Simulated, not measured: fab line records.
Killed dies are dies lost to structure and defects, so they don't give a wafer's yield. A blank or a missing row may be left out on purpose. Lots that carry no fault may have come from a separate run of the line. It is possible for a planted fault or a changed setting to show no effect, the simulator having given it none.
fab line records -- flow sky130
record: lots: 5, wafers: 15, last-day: 48
route steps=708 shown GATE_OXIDE@198 POLY_GATE@204 RES_PROTECT@206 PAD_OPEN@708
lots that met no fault: taken from a fault-free run of the same line
start-h: start of the lot's first displayed wafer, in hours after the record's first day -- wait-h: hours from the lot's prior step to this one -- " unchanged from the row above -- L1.1+2: several wafers, shown together as one row -- - either no value or no given start -- * or withheld: withheld -- < > ~ a bound
route shown NAME@n: a module of which the file shows steps, and the number in the route of the first -- usual: the fault-free wafers' mean and standard deviation -- same: alike in all rows -- chamber/n: place in a boat -- sites: each site's reading -- _std_site: how widely they spread, as a standard deviation -- _edge_site: mean of outer sites minus mean of inner sites -- radius-mm: how far each site lies from the wafer's centre -- mask NAME#n: copy n -- behind: the most recent tool/chamber to have shaped the wafer -- hold: what put the lot on hold/how long, in hours/how the hold closed -- device: which transistor (n, p or np) failed to switch -- end of line: tests of these same wafers at the route's end -- a step given without rows: its recipe and nothing more -- killed: count of dies lost to structure and defects at first sort (not the wafer's yield) -- map: a wafer's dies, x killed, . not, _ none there
set.NAME: the setting as run; set.NAME@STEP: as run at that earlier step -- model.NAME: the simulator's own value behind a step, which no gauge read
certain route steps with their lots: each step a table, each wafer a row
services: when a tool's chamber went out of use (start-h, in hours from the record's first day, below 0 if earlier), for how many hours, and the reason
== steps ==
step: SKY_GATE_OXIDE_IMPLANT_11
recipe: species: B, energy-kev: 10, dose-cm2: 2.6e+12, tilt-deg: withheld
step: SKY_GATE_OXIDE_WET_ETCH_12
recipe: chemistry: dHF, target-depth-nm: 16.8, dry: n2-spin, target: SiO2, dilution: 100:1, temp-c: 25, time-s: 336
step: SKY_GATE_OXIDE_STRIP_13
recipe: chemistry: O2/N2, power-w: 1400, pressure-mtorr: 1500, platen-temp-c: withheld, o2-flow-sccm: 3000, n2-flow-sccm: 300, overash-fraction: 0.5
usual: drypump-motor-current-A: 5.6/0.77, n2-flow-sccm: 300.0/0.79, oes-product-au: 0.716/0.0044, strip-time-to-endpoint-s: 14.20/0.036
lot.wafer,tool,chamber,start-h,wait-h,drypump-motor-current-A,n2-flow-sccm,oes-product-au,rf-hours-counter-h,strip-time-to-endpoint-s
L336.1,plasma-asher-04,1,306.03,0.0,4.7,299.8,0.714,59,14.16
L336.4,plasma-asher-04,0,306.03,0.0,6.7,299.8,0.723,-,14.16
L336.5,plasma-asher-04,0,306.03,0.0,6.7,300.1,0.716,-,14.18
L340.2,plasma-asher-01,1,340.92,0.0,6.2,299.3,0.714,22,14.20
L340.3,plasma-asher-01,1,340.92,0.0,6.2,300.5,0.713,-,14.19
L340.6,plasma-asher-01,0,340.92,0.0,5.2,300.4,0.725,-,14.19
L345.1,plasma-asher-04,1,391.42,0.0,4.7,298.4,0.712,68,14.20
L345.3,plasma-asher-04,1,391.42,0.0,4.7,299.3,0.718,-,14.16
L345.6,plasma-asher-04,1,391.42,0.0,4.7,299.3,0.716,-,14.20
L346.1,plasma-asher-04,1,393.27,0.0,4.7,300.3,0.719,68,14.21
L346.2,plasma-asher-04,0,393.27,0.0,6.7,300.3,0.721,68,14.24
L346.6,plasma-asher-04,1,393.27,0.0,4.6,299.2,0.712,-,14.19
L351.1,plasma-asher-02,1,430.18,0.0,5.9,299.4,0.710,60,14.20
L351.2,plasma-asher-02,0,430.18,0.0,5.2,300.9,0.719,60,14.21
L351.5,plasma-asher-02,0,430.18,0.0,5.1,300.8,0.718,-,14.15
step: SKY_GATE_OXIDE_TW_MEAS_14
usual: GATE_OXIDE_TW: 224.5/2.7
lot.wafer,tool,chamber,start-h,wait-h,GATE_OXIDE_TW
L336.1,film-metro-02,-,306.13,0.1,222.2
L336.4,film-metro-02,-,306.13,0.1,222.9
L336.5,film-metro-02,-,306.13,0.1,223.2
L340.2,film-metro-03,-,341.03,0.1,228.7
L340.3,film-metro-03,-,341.03,0.1,229.1
L340.6,film-metro-03,-,341.03,0.1,227.1
L345.1,film-metro-02,-,391.52,0.1,221.5
L345.3,film-metro-02,-,391.52,0.1,222.4
L345.6,film-metro-02,-,391.52,0.1,221.2
L346.1,film-metro-04,-,393.37,0.1,219.6
L346.2,film-metro-04,-,393.37,0.1,220.6
L346.6,film-metro-04,-,393.37,0.1,219.6
L351.1,film-metro-03,-,430.28,0.1,228.1
L351.2,film-metro-03,-,430.28,0.1,228.3
L351.5,film-metro-03,-,430.28,0.1,227.8
step: SKY_GATE_OXIDE_CLEAN_15
recipe: chemistry: SC1/SC2, mix: 1:4:20, temp-c: 70, time-s: 150, dry: n2-spin
step: SKY_GATE_OXIDE_OXIDATION_16
recipe: temp-c: 800, ambient: O2, idle-temp-c: 700, ramp-up-c-per-min: 10, ramp-down-c-per-min: 3, stabilise-s: 600, purge-s: 300, target-thk-a: 35.7, ox-time-s: 1915
step: SKY_POLY_GATE_CVD_00
recipe: material: poly-Si, target-thk-nm: 180, temp-c: 620, time-s: 720, pressure-mtorr: 200
step: SKY_POLY_GATE_THK_MEAS_01
recipe: reads: poly-Si_of_POLY_GATE_CVD_00
usual: POLY_GATE_CVD_00_THK: 178.6/1.7
lot.wafer,tool,chamber,start-h,wait-h,POLY_GATE_CVD_00_THK[nm]
L336.1,film-metro-01,-,311.33,0.0,175.7
L336.4,film-metro-01,-,311.33,0.0,177.0
L336.5,film-metro-01,-,311.33,0.0,176.5
L340.2,film-metro-04,-,344.97,0.0,178.8
L340.3,film-metro-04,-,344.97,0.0,177.9
L340.6,film-metro-04,-,344.97,0.0,177.7
L345.1,film-metro-02,-,394.74,0.0,181.4
L345.3,film-metro-02,-,394.74,0.0,179.9
L345.6,film-metro-02,-,394.74,0.0,181.2
L346.1,film-metro-02,-,397.77,0.0,183.5
L346.2,film-metro-02,-,397.77,0.0,182.5
L346.6,film-metro-02,-,397.77,0.0,182.8
L351.1,film-metro-01,-,434.01,0.0,179.9
L351.2,film-metro-01,-,434.01,0.0,177.5
L351.5,film-metro-01,-,434.01,0.0,180.4
step: SKY_RES_PROTECT_DEHYDRATE_00
recipe: temp-c: 200, time-s: 60
step: SKY_RES_PROTECT_HMDS_01
recipe: prime-time-s: 60, prime-temp-c: 120
step: SKY_RES_PROTECT_COAT_02
recipe: resist: NOVOLAK, spin-rpm: 3000, resist-thk-nm: 1140
step: SKY_RES_PROTECT_SOFTBAKE_03
recipe: temp-c: 90, time-s: 60, resist: NOVOLAK
step: SKY_RES_PROTECT_EXPOSE_04
recipe: mask-id: RPM, na: 0.6, source-shape: conventional, sigma-outer: 0.6, polarization: unpolarized, target-cd-nm: 1270, dose-mj: 131
same: na: 0.6
lot.wafer,tool,chamber,start-h,wait-h,mask,model.RES_PROTECT.overlay-x-nm
L336.1+4+5,iline-stepper-01,0,324.19,-,RPM#0,0.3356
L340.2+3+6,iline-stepper-02,0,358.63,-,RPM#0,1.653
L345.1+3+6,iline-stepper-01,0,409.69,-,RPM#0,1.175
L346.1+2+6,iline-stepper-02,0,412.31,-,RPM#0,255.6
L351.1+2+5,iline-stepper-01,0,449.91,-,RPM#0,-0.7436
step: SKY_RES_PROTECT_PEB_05
recipe: temp-c: withheld, time-s: *, resist: NOVOLAK
step: SKY_PAD_OPEN_PROBE_99
lot.wafer,tool,chamber,start-h,wait-h,model.etest.res-xhigh-po.line-ohm-um,model.etest.res-xhigh-po.width-nm,model.etest.res-high-po.line-ohm-um,model.etest.res-high-po.width-nm
L336.1,prober-01,-,1071.98,0.1,5569,346.3,752.1,346.5
L336.4,prober-01,-,1072.13,0.2,5572,346.1,767.2,347.2
L336.5,prober-01,-,1072.18,0.2,5677,350.6,760.8,352
L340.2,prober-01,-,1093.54,0.1,5838,345.7,772.9,346.1
L340.3,prober-01,-,1093.59,0.2,6062,343.7,796.7,341.9
L340.6,prober-01,-,1093.74,0.2,6036,347,778.6,347.3
L346.1,prober-02,-,1138.44,0.1,1347,1489,482.7,520.2
L346.2,prober-02,-,1138.49,0.1,1345,1498,485.4,522.2
L345.1,prober-01,-,1139.22,0.1,5685,358,728,357
L345.3,prober-01,-,1139.32,0.2,5646,354.6,737.2,352.8
L345.6,prober-01,-,1139.47,0.2,5534,352.3,733.5,352.9
L351.1,prober-02,-,1159.57,0.1,5658,352.4,739.5,351.4
L351.2,prober-02,-,1159.62,0.1,5592,349.9,757.7,349
L351.5,prober-02,-,1159.77,0.2,5757,345.5,760.2,344.8
killed by level:class
L336.1 CONTACT:geometric-particle:open=14 VIA1:geometric-particle:open=10 LI_CONTACT:geometric-particle:open=8 VIA3:geometric-particle:open=7 METAL1:geometric-particle:short=7 CONTACT:geometric-particle:short=4 VIA2:geometric-particle:open=4 VIA3:geometric-particle:short=4
L336.4 CONTACT:geometric-particle:open=10 VIA1:geometric-particle:open=9 FIELD_ISO:geometric-particle:open=7 LI_CONTACT:geometric-particle:open=7 FIELD_ISO:geometric-particle:short=5 LOCAL_INTERCONNECT:geometric-particle:short=5 VIA2:geometric-particle:open=5 VIA1:geometric-particle:short=5
L336.5 VIA3:geometric-particle:open=10 CONTACT:geometric-particle:short=6 VIA1:geometric-particle:open=6 VIA2:geometric-particle:open=6 FIELD_ISO:geometric-particle:short=5 METAL2:geometric-particle:short=5 CONTACT:geometric-particle:open=4 VIA1:geometric-particle:short=4
L340.2 CONTACT:geometric-particle:open=13 METAL2:geometric-particle:short=7 LI_CONTACT:geometric-particle:short=6 VIA1:geometric-particle:short=6 VIA1:geometric-particle:open=6 VIA2:geometric-particle:open=6 FIELD_ISO:geometric-particle:open=4 POLY_GATE:geometric-particle:short=4
L340.3 VIA1:geometric-particle:open=14 CONTACT:geometric-particle:open=11 VIA1:geometric-particle:short=9 METAL1:geometric-particle:short=6 FIELD_ISO:geometric-particle:open=5 VIA2:geometric-particle:open=5 POLY_GATE:geometric-particle:open=4 LI_CONTACT:geometric-particle:open=4
L340.6 VIA1:geometric-particle:open=12 CONTACT:geometric-particle:open=9 METAL2:geometric-particle:short=7 VIA1:geometric-particle:short=6 METAL1:geometric-particle:short=6 VIA3:geometric-particle:short=6 POLY_GATE:geometric-particle:short=5 LI_CONTACT:geometric-particle:short=5
L345.1 VIA1:geometric-particle:open=10 CONTACT:geometric-particle:open=8 VIA2:geometric-particle:open=7 LI_CONTACT:geometric-particle:open=6 METAL1:geometric-particle:short=5 POLY_GATE:geometric-particle:open=4 CONTACT:geometric-particle:short=4 VIA1:geometric-particle:short=4
L345.3 VIA1:geometric-particle:open=13 CONTACT:geometric-particle:open=8 POLY_GATE:geometric-particle:short=6 FIELD_ISO:geometric-particle:short=5 VIA1:geometric-particle:short=5 METAL2:geometric-particle:short=5 VIA3:geometric-particle:short=5 LI_CONTACT:geometric-particle:open=4
L345.6 CONTACT:geometric-particle:open=11 VIA1:geometric-particle:open=11 LI_CONTACT:geometric-particle:open=8 METAL1:geometric-particle:short=7 METAL4:geometric-particle:short=7 VIA1:geometric-particle:short=6 VIA2:geometric-particle:short=6 CONTACT:geometric-particle:short=5
L351.1 LI_CONTACT:geometric-particle:open=10 METAL2:geometric-particle:short=8 VIA3:geometric-particle:open=8 CONTACT:geometric-particle:open=7 VIA3:geometric-particle:short=7 VIA1:geometric-particle:short=5 VIA1:geometric-particle:open=5 VIA2:geometric-particle:open=5
L351.2 VIA3:geometric-particle:open=9 FIELD_ISO:geometric-particle:short=7 VIA2:geometric-particle:open=7 LI_CONTACT:geometric-particle:open=6 LOCAL_INTERCONNECT:geometric-particle:short=6 METAL1:geometric-particle:short=6 VIA1:geometric-particle:open=6 FIELD_ISO:geometric-particle:open=5
L351.5 VIA1:geometric-particle:open=10 LI_CONTACT:geometric-particle:open=7 METAL1:geometric-particle:short=7 POLY_GATE:geometric-particle:open=6 VIA2:geometric-particle:open=6 VIA3:geometric-particle:short=6 METAL2:geometric-particle:short=6 CONTACT:geometric-particle:open=5
== services ==
tool,chamber,start-h,hours,kind
plasma-asher-04,-,303.73,0.5,repair
iline-stepper-02,0,310.81,-,calibration
iline-stepper-02,-,323.66,6.1,repair
iline-stepper-01,-,374.49,2.4,repair
iline-stepper-02,-,431.79,4.4,pm
plasma-asher-04,-,434.39,3.2,repair
plasma-asher-02,-,439.91,0.7,repair
== key ==
first-sign none at tools or gauges
model-effect: step: SKY_RES_PROTECT_EXPOSE_04, value: RES_PROTECT.overlay-x-nm, without: 0.9272, struck: 255.6
model-effect: step: SKY_PAD_OPEN_PROBE_99, value: etest.res-xhigh-po.line-ohm-um, without: 5740, struck: 1346
met-at SKY_RES_PROTECT_EXPOSE_04
struck-wafers L346.1,L346.2,L346.6
sort-left-out L346.1,L346.2,L346.6
tester-left-out L346
onset-between 358.63 412.31
also-fits SKY_GATE_OXIDE_STRIP_13:plasma-asher-04
fault: kind: scanner-matching-overlay, tool: iline-stepper-02, chamber: -, onset-h: 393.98, steps: SKY_RES_PROTECT_EXPOSE_04, offset: 254.71
tester-left-out: of these lots the tester's yield and bins aren't shown, on N5 and GAA mostly nor the transistor test; their killed dies are dies lost to structure and defects alone, not to doping, threshold or leakage, so they don't give the yield
sort-left-out: the simulated sort isn't trusted on such a fault, so these wafers' sort isn't shown, and their yield isn't known
